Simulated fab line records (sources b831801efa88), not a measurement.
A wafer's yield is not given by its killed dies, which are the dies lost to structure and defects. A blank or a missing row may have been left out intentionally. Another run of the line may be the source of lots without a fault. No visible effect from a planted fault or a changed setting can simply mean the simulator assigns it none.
What tool caused it? :: flow sky130 :: route of 708 steps, sampled at 1 step: 12 lots, 36 wafers

## WHAT EACH GAUGE READ, for each wafer
SKY_VIA1_BOW_MEAS_03.
lot: L075
measured: day 33 07:26
on: film_metro-01
VIA1_BOW (um): 77 78 91

lot: L077
measured: day 33 23:49
on: film_metro-01
VIA1_BOW (um): 83 81 89

lot: L079
measured: day 34 07:05
on: film_metro-01
VIA1_BOW (um): 83 75 81

lot: L081
measured: day 34 19:34
on: film_metro-04
VIA1_BOW (um): 89 78 81

lot: L083
measured: day 35 12:49
on: film_metro-01
VIA1_BOW (um): 78 80 79

lot: L085
measured: day 36 05:42
on: film_metro-04
VIA1_BOW (um): 82 89 82

lot: L087
measured: day 36 17:54
on: film_metro-04
VIA1_BOW (um): 85 66 76

lot: L089
measured: day 37 16:37
on: film_metro-02
VIA1_BOW (um): 82 80 86

lot: L091
measured: day 38 12:55
on: film_metro-01
VIA1_BOW (um): 79 82 89

lot: L092
measured: day 38 18:26
on: film_metro-01
VIA1_BOW (um): 93 80 66

lot: L095
measured: day 39 23:42
on: film_metro-02
VIA1_BOW (um): 91 81 84

lot: L096
measured: day 40 08:40
on: film_metro-01
VIA1_BOW (um): 89 83 70

## TOOL THAT RAN EACH LOT (tool first, then ch and the chambers of the sampled wafers, then the start)
No process step before these readings appears in the record.

## THE ANSWER, worked out from the rows above alone
Rule: the lots themselves supply what counts as usual. Put in order of their means at a reading, lots are off if they are a third of the lots or fewer, leave a main group of 4 or more, and stand apart from it by a gap of 3 or more times the standard deviation of the main group's means; of several such gaps the widest counts. A main group is skipped when, at the precision printed for the reading in the tables above, its means are all equal. A lot without any number at a reading at which 4 lots or more have one is off too. Where the step has rows for the other lots, those lots are counted as sound.
No lot is off on any of the readings shown, so nothing can be concluded from this.

## WHAT THE SIMULATOR HAD PUT IN
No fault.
